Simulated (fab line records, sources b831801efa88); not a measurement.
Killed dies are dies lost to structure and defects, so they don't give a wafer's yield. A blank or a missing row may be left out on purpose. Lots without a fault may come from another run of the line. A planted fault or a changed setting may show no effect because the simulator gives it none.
fab line records | flow sky130 | part 2 of 2: steps 28 to 37 of 37
record lots=5 wafers=15 last_day=50
route steps=708 shown METAL3@555 VIA3@573
lots that met no fault: from a run of the same line without faults
start_h: hours from the record's first day to the start of the lot's first wafer shown | wait_h: hours since the lot's step before | " the same as in the row above | L1.1+2: a row that stands for several wafers | - no value, or no start given | * or withheld: withheld | < > ~ a bound
route shown NAME@n: a module of which the file shows steps, and the number in the route of the first | usual: mean/standard deviation of fault-free wafers | same: alike in all rows | chamber/n: place in a boat | sites: the reading at each site | _std_site: their standard deviation | _edge_site: outer sites' mean less inner sites' | radius_mm: how far each site lies from the wafer's centre | mask NAME#n: copy n | behind: the tool/chamber that last shaped the wafer | hold: why the lot was held/for how many hours/how that ended | device: the transistor (n, p or np) that didn't switch | end of line: the same wafers' tests at the end of the route | a step without rows: its recipe alone | killed: dies lost to structure and defects at the first sort, not the wafer's yield | map: a wafer's dies, x killed, . not, _ none there
set.NAME: the setting as run; set.NAME@STEP: as run at that earlier step | model.NAME: the simulator's own value behind a step, which no gauge read
lots at some steps of the route; a table a step, a row a wafer
services: from which hour (start_h, from the record's first day; less than 0 if before it) a tool's chamber was out of use, for how many hours, and why
## steps
# step SKY_VIA3_EXPOSE_09
# recipe mask_id=VIM3 na=0.8 source_shape=annular sigma_inner=0.55 sigma_outer=0.85 target_cd_nm=200 dose_mj=38
# usual reticle_temp_C=22.98/0.094
# columns lot.wafer tool chamber start_h wait_h mask reticle_temp_C
L081.3 krf_scanner-02 0 - - VIM3#0 22.86
L081.4 " 0 " " VIM3#0 22.98
L081.6 " 0 " " VIM3#0 22.79
L082.1 krf_scanner-02 0 - - VIM3#0 22.94
L082.3 " 0 " " VIM3#0 23.04
L082.4 " 0 " " VIM3#0 23.09
L087.1 krf_scanner-01 0 - - VIM3#0 22.92
L087.3 " 0 " " VIM3#0 23.04
L087.4 " 0 " " VIM3#0 23.13
L089.1 krf_scanner-01 0 - - VIM3#0 22.95
L089.3 " 0 " " VIM3#0 22.89
L089.4 " 0 " " VIM3#0 23.12
L097.3 krf_scanner-02 0 - - VIM3#0 22.97
L097.4 " 0 " " VIM3#0 23.06
L097.6 " 0 " " VIM3#0 23.00
# step SKY_VIA3_PEB_10
# recipe peb_temp_c=withheld peb_time_s=withheld resist=KrF-thick
# columns lot.wafer tool chamber start_h wait_h
L081.3+4+6 litho_track-03 0 - -
L082.1+3+4 litho_track-03 0 - -
L087.1+3+4 litho_track-03 0 - -
L089.1+3+4 litho_track-01 0 - -
L097.3+4+6 litho_track-04 0 - -
# step SKY_VIA3_DEVELOP_11
# recipe develop_time_s=60 resist=KrF-thick dev_temp_c=21
# columns lot.wafer tool chamber start_h wait_h
L081.3+4+6 litho_track-03 0 - -
L082.1+3+4 litho_track-03 0 - -
L087.1+3+4 litho_track-03 0 - -
L089.1+3+4 litho_track-01 0 - -
L097.3+4+6 litho_track-04 0 - -
# step SKY_VIA3_CD_MEAS_12
# recipe target_cd_nm=200
# usual cd_nm=200.2/1.5
# columns lot.wafer tool chamber start_h wait_h cd_nm
L081.3 cd_sem-02 - 977.79 - 203.3
L081.4 " - " " 201.7
L081.6 " - " " 202.3
L082.1 cd_sem-01 - 990.25 - 200.7
L082.3 " - " " 202.2
L082.4 " - " " 201.9
L087.1 cd_sem-02 - 1024.75 - 202.6
L087.3 " - " " 201.9
L087.4 " - " " 202.5
L089.1 cd_sem-02 - 1030.80 - 201.4
L089.3 " - " " 201.6
L089.4 " - " " 201.9
L097.3 cd_sem-02 - 1083.75 - 199.7
L097.4 " - " " 197.8
L097.6 " - " " 199.5
# step SKY_VIA3_OVL_MEAS_13
# usual VIA3_OVL=-1/6.2
# columns lot.wafer tool chamber start_h wait_h VIA3_OVL[nm]
L081.3 overlay-01 - 977.89 0.1 2
L081.4 " - " " 2
L081.6 " - " " -1
L082.1 overlay-02 - 990.37 0.1 -1
L082.3 " - " " -2
L082.4 " - " " -3
L087.1 overlay-02 - 1024.87 0.1 4
L087.3 " - " " 0
L087.4 " - " " -1
L089.1 overlay-02 - 1030.92 0.1 -5
L089.3 " - " " -1
L089.4 " - " " -7
L097.3 overlay-02 - 1083.84 0.1 -3
L097.4 " - " " -10
L097.6 " - " " -7
# step SKY_VIA3_ETCH_14
# recipe chemistry=N2/H2 target=BARC ion_energy_ev=200 source_w=500 bias_w=100 pressure_mtorr=30 n2_flow_sccm=100 h2_flow_sccm=200 stop_on=SiO2 time_s=45.9 target_depth_a=600
# usual drypump_motor_current_A=5.7/0.44 oes_product_au=0.855/0.0049 throttle_valve_pct=13.223/0.0083
# columns lot.wafer tool chamber start_h wait_h drypump_motor_current_A oes_product_au rf_hours_counter_h throttle_valve_pct
L081.3 rie_diel-01 0 977.91 0.0 5.5 0.853 17 13.211
L081.4 " 3 " " 5.5 0.846 17 13.238
L081.6 " 0 " " 5.5 0.862 - 13.226
L082.1 rie_diel-01 0 990.41 0.0 5.5 0.852 17 13.236
L082.3 " 3 " " 5.5 0.860 18 13.220
L082.4 " 1 " " 6.2 0.849 29 13.211
L087.1 rie_diel-01 0 1024.91 0.0 5.5 0.859 19 13.236
L087.3 " 3 " " 5.5 0.863 19 13.213
L087.4 " 0 " " 5.4 0.857 - 13.224
L089.1 rie_diel-03 1 1030.95 0.0 6.0 0.862 2 13.214
L089.3 " 2 " " 4.9 0.855 10 13.238
L089.4 " 3 " " 6.0 0.863 14 13.213
L097.3 rie_diel-02 2 1083.87 0.0 5.7 0.856 28 13.219
L097.4 " 3 " " 5.1 0.857 29 13.220
L097.6 " 3 " " 5.1 0.863 - 13.221
# step SKY_VIA3_ETCH_15
# recipe target=SiO2 chemistry=C4F8/O2/Ar target_depth_nm=507 stop_on=TiN mask_material=KrF-thick source_w=1500 bias_w=1200 pressure_mtorr=40 c4f8_flow_sccm=withheld O2_flow_sccm=6 Ar_flow_sccm=300 time_s=78
# usual oes_product_au=0.946/0.0046
# columns lot.wafer tool chamber start_h wait_h oes_product_au rf_hours_counter_h
L081.3 rie_diel-01 0 977.95 0.0 0.952 17
L081.4 " 3 " " 0.952 17
L081.6 " 0 " " 0.937 -
L082.1 rie_diel-01 0 990.45 0.0 0.943 17
L082.3 " 3 " " 0.947 18
L082.4 " 1 " " 0.945 29
L087.1 rie_diel-01 0 1024.95 0.0 0.942 19
L087.3 " 3 " " 0.940 19
L087.4 " 0 " " 0.951 -
L089.1 rie_diel-03 1 1031.00 0.0 0.948 2
L089.3 " 2 " " 0.943 10
L089.4 " 3 " " 0.950 14
L097.3 rie_diel-02 2 1083.91 0.0 0.941 28
L097.4 " 3 " " 0.946 29
L097.6 " 3 " " 0.946 -
# step SKY_VIA3_STRIP_16
# recipe chemistry=O2/N2 power_w=1400 pressure_mtorr=1500 platen_temp_c=withheld o2_flow_sccm=3000 n2_flow_sccm=300 overash_fraction=0.5
# usual drypump_motor_current_A=5.7/0.58 oes_product_au=0.401/0.0042 strip_time_to_endpoint_s=4.115/0.026
# columns lot.wafer tool chamber start_h wait_h drypump_motor_current_A oes_product_au rf_hours_counter_h strip_time_to_endpoint_s
L081.3 plasma_asher-02 0 978.04 0.1 6.6 0.407 - 4.101
L081.4 " 1 " " 5.8 0.402 - 4.105
L081.6 " 0 " " 6.5 0.398 - 4.103
L082.1 plasma_asher-01 1 990.51 0.0 4.8 0.402 88 4.121
L082.3 " 0 " " 5.0 0.404 - 4.162
L082.4 " 1 " " 4.8 0.403 - 4.131
L087.1 plasma_asher-01 1 1025.01 0.0 4.8 0.408 92 4.140
L087.3 " 1 " " 4.8 0.396 - 4.155
L087.4 " 0 " " 5.0 0.399 - 4.144
L089.1 plasma_asher-04 1 1031.06 0.0 6.0 0.408 124 4.090
L089.3 " 1 " " 6.0 0.398 - 4.068
L089.4 " 0 " " 5.6 0.401 - 4.096
L097.3 plasma_asher-01 0 1084.00 0.1 5.0 0.407 - 4.181
L097.4 " 1 " " 4.8 0.399 - 4.141
L097.6 " 1 " " 4.8 0.410 - 4.140
# step SKY_VIA3_STRIP_17
# recipe chemistry=post_etch_residue_remover time_s=1200 temp_c=72.5
# usual bath_heat_duty_pct=14.5/1.6
# columns lot.wafer tool chamber start_h wait_h bath_heat_duty_pct
L081.3 wet_bench-01 3 978.11 0.0 14.9
L081.4 " 3 " " 15.5
L081.6 " 3 " " 15.1
L082.1 wet_bench-03 1 990.61 0.1 12.1
L082.3 " 1 " " 14.6
L082.4 " 1 " " 12.9
L087.1 wet_bench-01 3 1025.11 0.1 14.9
L087.3 " 3 " " 16.0
L087.4 " 3 " " 15.5
L089.1 wet_bench-01 2 1031.16 0.1 14.3
L089.3 " 2 " " 14.0
L089.4 " 2 " " 13.4
L097.3 wet_bench-03 2 1084.07 0.0 16.6
L097.4 " 2 " " 16.1
L097.6 " 2 " " 16.4
# step SKY_VIA3_CLEAN_18
# recipe chemistry=IPA time_s=180 temp_c=25
# usual bath_heat_duty_pct=6.3/0.71
# columns lot.wafer tool chamber start_h wait_h bath_heat_duty_pct
L081.3 wet_bench-03 3 978.45 0.0 6.8
L081.4 " 3 " " 6.6
L081.6 " 3 " " 7.6
L082.1 wet_bench-02 2 990.95 0.0 7.1
L082.3 " 2 " " 6.6
L082.4 " 2 " " 5.6
L087.1 wet_bench-02 2 1025.48 0.0 6.2
L087.3 " 2 " " 6.8
L087.4 " 2 " " 5.8
L089.1 wet_bench-03 0 1031.53 0.0 6.0
L089.3 " 0 " " 6.1
L089.4 " 0 " " 6.4
L097.3 wet_bench-01 3 1084.41 0.0 5.7
L097.4 " 3 " " 6.4
L097.6 " 3 " " 6.2
## services
# columns tool chamber start_h hours kind
krf_scanner-02 - 925.82 21.0 pm
rie_diel-04 2 931.10 8.4 repair
hdpcvd-01 - 932.03 2.8 pm
rie_diel-01 2 943.30 9.6 repair
krf_scanner-01 - 946.82 1.3 pm
rie_diel-01 0 947.26 8.4 repair
krf_scanner-02 - 948.19 1.3 pm
krf_scanner-02 - 949.55 0.6 repair
hdpcvd-01 - 950.25 15.0 pm
rie_diel-04 - 961.83 2.8 pm
rie_diel-04 - 968.13 4.3 pm
rie_metal-03 1 980.45 8.3 repair
rie_metal-03 - 983.64 14.6 pm
krf_scanner-01 - 988.93 3.6 pm
rie_metal-01 - 990.47 0.1 repair
wet_bench-01 - 995.77 2.0 repair
rie_metal-04 0 1001.31 3.9 repair
krf_scanner-02 - 1016.96 4.4 pm
hdpcvd-01 2 1021.10 5.5 repair
krf_scanner-02 - 1028.55 0.8 pm
rie_diel-01 0 1047.13 11.6 repair
krf_scanner-01 - 1048.37 1.0 pm
krf_scanner-01 - 1068.76 0.8 pm
rie_metal-03 - 1072.20 2.7 repair
